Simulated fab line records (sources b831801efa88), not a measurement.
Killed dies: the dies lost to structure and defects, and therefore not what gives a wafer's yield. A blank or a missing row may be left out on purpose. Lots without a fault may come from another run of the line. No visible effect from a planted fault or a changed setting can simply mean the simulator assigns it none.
The tool behind it: which one? ; flow sky130 ; Sampling: 12 lots, 35 wafers, 3 of 708 route steps

WHAT EACH GAUGE READ, for each wafer
SKY_METAL1_RS_MEAS_05: the measuring method here is four-point-probe. Usual: METAL1_ALCU_RS gives 0.1267 ohm/sq (standard deviation 0.0013).
lot;measured;on;METAL1_ALCU_RS (ohm/sq);flag
L934;day 31 14:06;film-metro-02;0.1267 0.1252 0.1273;
L933;day 31 14:05;film-metro-03;0.1281 0.1280 0.1246;
L935;day 32 00:32;film-metro-03;0.1246 0.1271 0.1272;
L938;day 32 21:41;film-metro-03;0.1272 0.1263 0.1263;
L940;day 34 05:25;film-metro-03;0.1261 0.1245 0.1235;
L944;day 35 01:12;film-metro-04;0.1271 0.1257 0.1268;
L945;day 36 06:17;film-metro-04;0.1279 0.1248;
L947;day 36 09:17;film-metro-03;0.1268 0.1262 0.1280;
L948;day 36 19:29;film-metro-03;0.1240 0.1240 0.1263;
L953;day 37 13:28;film-metro-03;0.1268 0.1278 0.1253;
L954;day 37 23:44;film-metro-02;0.1263 0.1262 0.1273;
L955;day 38 10:09;film-metro-04;0.1271 0.1258 0.1259;

WHICH TOOL RAN EACH LOT (tool, then ch and the chambers of the sampled wafers, then the start)
lot;SKY_CONTACT_CMP_27;SKY_METAL1_SPUTTER_00
L934;cmp-01 ch 0,1, day 31 13:40;pvd-sputter-02, day 31 13:58
L933;cmp-02 ch 0,2,3, day 31 13:47;pvd-sputter-04, day 31 13:56
L935;cmp-02 ch 0,3, day 32 00:03;pvd-sputter-03, day 32 00:21
L938;cmp-02 ch 1,2,3, day 32 21:15;pvd-sputter-03, day 32 21:33
L940;cmp-01 ch 1,2,3, day 34 04:58;pvd-sputter-03, day 34 05:16
L944;cmp-01 ch 1,2, day 35 00:46;pvd-sputter-04, day 35 01:01
L945;cmp-02 ch 2, day 36 05:50;pvd-sputter-03, day 36 06:08
L947;cmp-01 ch 1,2,3, day 36 08:52;pvd-sputter-03, day 36 09:07
L948;cmp-01 ch 0,1,3, day 36 19:08;pvd-sputter-03, day 36 19:20
L953;cmp-01 ch 0,1,3, day 37 13:04;pvd-sputter-03, day 37 13:19
L954;cmp-01 ch 0,1,2, day 37 23:18;pvd-sputter-02, day 37 23:36
L955;cmp-01 ch 0,3, day 38 09:43;pvd-sputter-02, day 38 10:01
- SKY_CONTACT_CMP_27: polishes, stops on SiO2, t overpolish 15 s, target thk 0 nm.
- SKY_METAL1_SPUTTER_00: material Ti, target thk 15 nm, time 10 s.

AS READ BY THE TOOLS THEMSELVES (means over the sampled wafers that have a number; for cases with no such wafer, the mark the record gives instead)
SKY_CONTACT_CMP_27. Usual: head-pressure-psi 3.501 psi, standard deviation 0.008; motor-current-A 11.7 A, standard deviation 0.91; overpolish-run-s 15.000 s, standard deviation 0.0099; time-to-endpoint-s 80 s, standard deviation 3.2.
lot;tool;head-pressure-psi (psi);motor-current-A (A);overpolish-run-s (s);time-to-endpoint-s (s);flag
L934;cmp-01;3.502;12.3;14.998;79;
L933;cmp-02;3.493;11.6;14.999;81;
L935;cmp-02;3.503;11.6;15.011;82;
L938;cmp-02;3.508;11.5;14.988;82;
L940;cmp-01;3.502;12.0;14.998;81;
L944;cmp-01;3.500;11.8;15.001;83;
L945;cmp-02;3.505;11.1;15.000;78;
L947;cmp-01;3.493;11.9;14.999;80;
L948;cmp-01;3.493;12.0;14.992;78;
L953;cmp-01;3.501;12.4;15.000;77;
L954;cmp-01;3.503;11.7;14.992;78;
L955;cmp-01;3.507;12.3;15.004;80;

SKY_METAL1_SPUTTER_00. Usual: throttle-valve-pct reads 30.1 % (standard deviation 1.4).
lot;tool;throttle-valve-pct (%);flag
L934;pvd-sputter-02;29.6;
L933;pvd-sputter-04;30.9;
L935;pvd-sputter-03;31.0;
L938;pvd-sputter-03;29.1;
L940;pvd-sputter-03;29.7;
L944;pvd-sputter-04;30.8;
L945;pvd-sputter-03;28.9;
L947;pvd-sputter-03;29.1;
L948;pvd-sputter-03;29.7;
L953;pvd-sputter-03;29.1;
L954;pvd-sputter-02;30.1;
L955;pvd-sputter-02;30.0;

THE ANSWER, worked out from the rows above alone
Rule: a lot counts as off when the mean over its wafers that have a number is more than 3 standard deviations away from the usual mean. Also off: a lot with no number at a reading for which 4 or more lots have one. Any other lot the step has rows for is counted as sound. The gauges are gone through in route order, then the tools' own readings, and for those a lot's mean is taken as printed above. At the first step where some lot is off, the reading lying furthest off is the one used; lots without a number count as furthest.
Across all readings shown, no lot is off: no conclusion can be drawn from this.

WHAT THE SIMULATOR HAD INSERTED
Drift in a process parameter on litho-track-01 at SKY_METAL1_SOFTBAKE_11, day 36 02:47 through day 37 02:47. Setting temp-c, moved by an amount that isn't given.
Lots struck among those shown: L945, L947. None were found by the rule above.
